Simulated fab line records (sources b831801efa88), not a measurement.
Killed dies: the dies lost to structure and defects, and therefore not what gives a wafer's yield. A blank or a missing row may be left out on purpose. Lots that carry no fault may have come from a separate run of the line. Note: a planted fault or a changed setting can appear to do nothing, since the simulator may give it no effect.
Which tool did it? :: flow sky130 :: 15 lots, 45 wafers sampled, at 4 steps of a route of 708

WHAT EACH GAUGE READ, for each wafer
SKY_FIELD_ISO_CD_MEAS_13 targets a cd of 150 nm.
lot: L744
measured: day 2 06:23
on: cd-sem-02
cd-nm (nm): 150.2 150.8 149.3

lot: L745
measured: day 2 10:46
on: cd-sem-02
cd-nm (nm): 151.6 152.4 151.6

lot: L747
measured: day 2 20:48
on: cd-sem-02
cd-nm (nm): 150.7 150.1 149.6

lot: L748
measured: day 3 03:57
on: cd-sem-01
cd-nm (nm): 149.4 149.9 149.8

lot: L749
measured: day 3 08:31
on: cd-sem-02
cd-nm (nm): 150.1 151.6 151.0

lot: L750
measured: day 3 11:08
on: cd-sem-02
cd-nm (nm): 147.3 150.2 146.9

lot: L752
measured: day 3 21:07
on: cd-sem-02
cd-nm (nm): 146.7 145.8 147.4

lot: L754
measured: day 4 09:49
on: cd-sem-02
cd-nm (nm): 150.4 150.5 151.8

lot: L755
measured: day 4 14:40
on: cd-sem-01
cd-nm (nm): 150.3 148.7 150.9

lot: L756
measured: day 4 20:30
on: cd-sem-02
cd-nm (nm): 151.8 151.5 151.2

lot: L757
measured: day 4 23:26
on: cd-sem-02
cd-nm (nm): 151.2 150.9 152.3

lot: L758
measured: day 5 05:33
on: cd-sem-01
cd-nm (nm): 150.6 151.3 150.2

lot: L760
measured: day 5 15:23
on: cd-sem-01
cd-nm (nm): 147.8 147.7 151.2

lot: L766
measured: day 7 00:53
on: cd-sem-01
cd-nm (nm): 147.1 147.4 147.8

lot: L767
measured: day 7 04:44
on: cd-sem-02
cd-nm (nm): 153.1 152.0 151.2

SKY_NWELL_TW_MEAS_15.
lot: L744
measured: day 4 13:18
on: film-metro-01
NWELL_TW: 1848 1858 1847

lot: L745
measured: day 4 19:25
on: film-metro-02
NWELL_TW: 1793 1800 1794

lot: L747
measured: day 5 06:01
on: film-metro-03
NWELL_TW: 1832 1840 1829

lot: L748
measured: day 5 23:43
on: film-metro-02
NWELL_TW: 1821 1803 1812

lot: L749
measured: day 6 01:42
on: film-metro-02
NWELL_TW: 1795 1801 1795

lot: L750
measured: day 6 02:49
on: film-metro-03
NWELL_TW: 1826 1831 1838

lot: L752
measured: day 6 12:35
on: film-metro-01
NWELL_TW: 1858 1855 1857

lot: L754
measured: day 6 23:25
on: film-metro-01
NWELL_TW: 1850 1854 1855

lot: L755
measured: day 7 06:08
on: film-metro-01
NWELL_TW: 1857 1848 1851

lot: L760
measured: day 8 09:16
on: film-metro-01
NWELL_TW: 1849 1848 1857

lot: L766
measured: day 10 04:43
on: film-metro-03
NWELL_TW: 1817 1816 1819

lot: L767
measured: day 10 04:51
on: film-metro-02
NWELL_TW: 1801 1810 1808

EACH LOT AND THE TOOL THAT RAN IT (in order: tool; ch and the chambers of the sampled wafers; start)
lot: L744
SKY_FIELD_ISO_ETCH_14: rie-diel-04 ch 1,2, day 2 06:29
SKY_FIELD_ISO_OXIDATION_22: furnace-01 ch 0, day 2 07:12

lot: L745
SKY_FIELD_ISO_ETCH_14: rie-diel-04 ch 0,2, day 2 10:52
SKY_FIELD_ISO_OXIDATION_22: furnace-02 ch 0, day 2 12:22

lot: L747
SKY_FIELD_ISO_ETCH_14: rie-diel-02 ch 0,1,3, day 2 20:55
SKY_FIELD_ISO_OXIDATION_22: furnace-02 ch 0, day 2 21:31

lot: L748
SKY_FIELD_ISO_ETCH_14: rie-diel-04 ch 1,2, day 3 04:04
SKY_FIELD_ISO_OXIDATION_22: furnace-02 ch 0, day 3 08:43

lot: L749
SKY_FIELD_ISO_ETCH_14: rie-diel-02 ch 1,2,3, day 3 08:38
SKY_FIELD_ISO_OXIDATION_22: furnace-01 ch 0, day 3 11:43

lot: L750
SKY_FIELD_ISO_ETCH_14: rie-diel-04 ch 1,2, day 3 11:16
SKY_FIELD_ISO_OXIDATION_22: furnace-02 ch 0, day 3 14:18

lot: L752
SKY_FIELD_ISO_ETCH_14: rie-diel-04 ch 1,2, day 3 21:14
SKY_FIELD_ISO_OXIDATION_22: furnace-01 ch 0, day 3 22:53

lot: L754
SKY_FIELD_ISO_ETCH_14: rie-diel-04 ch 1,2,3, day 4 09:55
SKY_FIELD_ISO_OXIDATION_22: furnace-02 ch 0, day 4 10:27

lot: L755
SKY_FIELD_ISO_ETCH_14: rie-diel-04 ch 1,2,3, day 4 14:47
SKY_FIELD_ISO_OXIDATION_22: furnace-01 ch 0, day 4 15:57

lot: L756
SKY_FIELD_ISO_ETCH_14: rie-diel-03 ch 1,2, day 4 20:37
SKY_FIELD_ISO_OXIDATION_22: furnace-01, day 4 22:00

lot: L757
SKY_FIELD_ISO_ETCH_14: rie-diel-03 ch 1,3, day 4 23:34
SKY_FIELD_ISO_OXIDATION_22: furnace-02, day 5 02:08

lot: L758
SKY_FIELD_ISO_ETCH_14: rie-diel-03 ch 2,3, day 5 05:40
SKY_FIELD_ISO_OXIDATION_22: furnace-02, day 5 06:14

lot: L760
SKY_FIELD_ISO_ETCH_14: rie-diel-03 ch 1,2,3, day 5 15:28
SKY_FIELD_ISO_OXIDATION_22: furnace-01 ch 0, day 5 16:37

lot: L766
SKY_FIELD_ISO_ETCH_14: rie-diel-04 ch 0,2,3, day 7 00:59
SKY_FIELD_ISO_OXIDATION_22: furnace-01 ch 0, day 7 06:38

lot: L767
SKY_FIELD_ISO_ETCH_14: rie-diel-04 ch 0,2, day 7 04:52
SKY_FIELD_ISO_OXIDATION_22: furnace-01 ch 0, day 7 06:38
- SKY_FIELD_ISO_ETCH_14: etches BARC in N2/H2, stops on SiO2, time 45.9 s, target depth 60 nm.
- SKY_FIELD_ISO_OXIDATION_22: stabilise 600 s, purge 300 s, target thk 10 nm.

AS READ BY THE TOOLS THEMSELVES (means over the sampled wafers that have a number; for cases with no such wafer, the mark the record gives instead)
SKY_FIELD_ISO_ETCH_14.
lot: L744
tool: rie-diel-04
chamber-pressure-mTorr (mTorr): 30.024
drypump-motor-current-A (A): 5.7
h2-flow-sccm (sccm): 200.1
oes-product-au (a.u.): 0.853
throttle-valve-pct (%): 13.228

lot: L745
tool: rie-diel-04
chamber-pressure-mTorr (mTorr): 29.991
drypump-motor-current-A (A): 6.2
h2-flow-sccm (sccm): 199.2
oes-product-au (a.u.): 0.853
throttle-valve-pct (%): 13.225

lot: L747
tool: rie-diel-02
chamber-pressure-mTorr (mTorr): 30.011
drypump-motor-current-A (A): 5.5
h2-flow-sccm (sccm): 199.5
oes-product-au (a.u.): 0.854
throttle-valve-pct (%): 13.225

lot: L748
tool: rie-diel-04
chamber-pressure-mTorr (mTorr): 30.007
drypump-motor-current-A (A): 5.2
h2-flow-sccm (sccm): 200.2
oes-product-au (a.u.): 0.856
throttle-valve-pct (%): 13.221

lot: L749
tool: rie-diel-02
chamber-pressure-mTorr (mTorr): 29.975
drypump-motor-current-A (A): 5.9
h2-flow-sccm (sccm): 199.3
oes-product-au (a.u.): 0.853
throttle-valve-pct (%): 13.223

lot: L750
tool: rie-diel-04
chamber-pressure-mTorr (mTorr): 30.002
drypump-motor-current-A (A): 5.7
h2-flow-sccm (sccm): 199.9
oes-product-au (a.u.): 0.850
throttle-valve-pct (%): 13.226

lot: L752
tool: rie-diel-04
chamber-pressure-mTorr (mTorr): 29.996
drypump-motor-current-A (A): 5.2
h2-flow-sccm (sccm): 199.6
oes-product-au (a.u.): 0.855
throttle-valve-pct (%): 13.230

lot: L754
tool: rie-diel-04
chamber-pressure-mTorr (mTorr): 29.985
drypump-motor-current-A (A): 5.6
h2-flow-sccm (sccm): 200.1
oes-product-au (a.u.): 0.851
throttle-valve-pct (%): 13.225

lot: L755
tool: rie-diel-04
chamber-pressure-mTorr (mTorr): 29.984
drypump-motor-current-A (A): 5.6
h2-flow-sccm (sccm): 200.4
oes-product-au (a.u.): 0.855
throttle-valve-pct (%): 13.221

lot: L756
tool: rie-diel-03
chamber-pressure-mTorr (mTorr): 30.013
drypump-motor-current-A (A): 5.6
h2-flow-sccm (sccm): 199.4
oes-product-au (a.u.): 0.854
throttle-valve-pct (%): 13.219

lot: L757
tool: rie-diel-03
chamber-pressure-mTorr (mTorr): 30.017
drypump-motor-current-A (A): 5.6
h2-flow-sccm (sccm): 200.2
oes-product-au (a.u.): 0.859
throttle-valve-pct (%): 13.223

lot: L758
tool: rie-diel-03
chamber-pressure-mTorr (mTorr): 30.004
drypump-motor-current-A (A): 5.7
h2-flow-sccm (sccm): 200.4
oes-product-au (a.u.): 0.857
throttle-valve-pct (%): 13.210

lot: L760
tool: rie-diel-03
chamber-pressure-mTorr (mTorr): 29.994
drypump-motor-current-A (A): 5.7
h2-flow-sccm (sccm): 199.9
oes-product-au (a.u.): 0.857
throttle-valve-pct (%): 13.225

lot: L766
tool: rie-diel-04
chamber-pressure-mTorr (mTorr): 29.985
drypump-motor-current-A (A): 6.1
h2-flow-sccm (sccm): 199.6
oes-product-au (a.u.): 0.860
throttle-valve-pct (%): 13.224

lot: L767
tool: rie-diel-04
chamber-pressure-mTorr (mTorr): 30.005
drypump-motor-current-A (A): 6.3
h2-flow-sccm (sccm): 199.5
oes-product-au (a.u.): 0.858
throttle-valve-pct (%): 13.234

SKY_FIELD_ISO_OXIDATION_22.
lot: L744
tool: furnace-01
ox-temp-c (C): 950.3
ox-temp-c-max: 955.8
spike-tc-bottom-C (C): 973
spike-tc-top-C (C): 956.7

lot: L745
tool: furnace-02
ox-temp-c (C): 950.0
ox-temp-c-max: 953.9
spike-tc-bottom-C (C): 965
spike-tc-top-C (C): 957.9

lot: L747
tool: furnace-02
ox-temp-c (C): 950.0
ox-temp-c-max: 953.4
spike-tc-bottom-C (C): 965
spike-tc-top-C (C): 958.1

lot: L748
tool: furnace-02
ox-temp-c (C): 950.2
ox-temp-c-max: 954.6
spike-tc-bottom-C (C): 965
spike-tc-top-C (C): 957.5

lot: L749
tool: furnace-01
ox-temp-c (C): 949.7
ox-temp-c-max: 955.0
spike-tc-bottom-C (C): 973
spike-tc-top-C (C): 956.9

lot: L750
tool: furnace-02
ox-temp-c (C): 950.0
ox-temp-c-max: 954.0
spike-tc-bottom-C (C): 966
spike-tc-top-C (C): 957.5

lot: L752
tool: furnace-01
ox-temp-c (C): 949.9
ox-temp-c-max: 954.9
spike-tc-bottom-C (C): 972
spike-tc-top-C (C): 956.7

lot: L754
tool: furnace-02
ox-temp-c (C): 949.7
ox-temp-c-max: 953.2
spike-tc-bottom-C (C): 965
spike-tc-top-C (C): 958.1

lot: L755
tool: furnace-01
ox-temp-c (C): 949.8
ox-temp-c-max: 954.9
spike-tc-bottom-C (C): 971
spike-tc-top-C (C): 957.8

lot: L756
tool: furnace-01
ox-temp-c (C): -
ox-temp-c-max: -
spike-tc-bottom-C (C): -
spike-tc-top-C (C): -

lot: L757
tool: furnace-02
ox-temp-c (C): -
ox-temp-c-max: -
spike-tc-bottom-C (C): -
spike-tc-top-C (C): -

lot: L758
tool: furnace-02
ox-temp-c (C): -
ox-temp-c-max: -
spike-tc-bottom-C (C): -
spike-tc-top-C (C): -

lot: L760
tool: furnace-01
ox-temp-c (C): 950.2
ox-temp-c-max: 955.1
spike-tc-bottom-C (C): 973
spike-tc-top-C (C): 957.8

lot: L766
tool: furnace-01
ox-temp-c (C): 950.0
ox-temp-c-max: 954.8
spike-tc-bottom-C (C): 974
spike-tc-top-C (C): 957.0

lot: L767
tool: furnace-01
ox-temp-c (C): 949.9
ox-temp-c-max: 955.0
spike-tc-bottom-C (C): 972
spike-tc-top-C (C): 956.5

THE ANSWER, worked out from the rows above alone
Rule: what is usual is taken from the lots themselves. The widest of any qualifying gaps counts: lots, ordered by their means at a reading, are off when they make up no more than a third of the lots, leave a main group of 4 or more, and stand apart from it by 3 or more times the standard deviation of that group's means. If all means in a main group match to the digits the tables above print for the reading, that group is not used. Also off: a lot with no number at a reading for which 4 or more lots have one. Where the step has rows for the other lots, those lots are counted as sound. The gauges are gone through in route order, then the tools' own readings, and for those a lot's mean is taken as printed above. At the first step where some lot is off, the reading lying furthest off is the one used; lots without a number count as furthest.
Off: L756, L757, L758, at SKY_FIELD_ISO_OXIDATION_22 (ox-temp-c). Without a number there: L756, L757, L758. For the main group the mean is 950.0 C and the standard deviation 0.18.
If a tool, at that step or one of the process steps before it, ran each lot that is off and ran no sound lot following the first of them, it fits. No candidate that was tried fits.

WHAT THE SIMULATOR PUT IN
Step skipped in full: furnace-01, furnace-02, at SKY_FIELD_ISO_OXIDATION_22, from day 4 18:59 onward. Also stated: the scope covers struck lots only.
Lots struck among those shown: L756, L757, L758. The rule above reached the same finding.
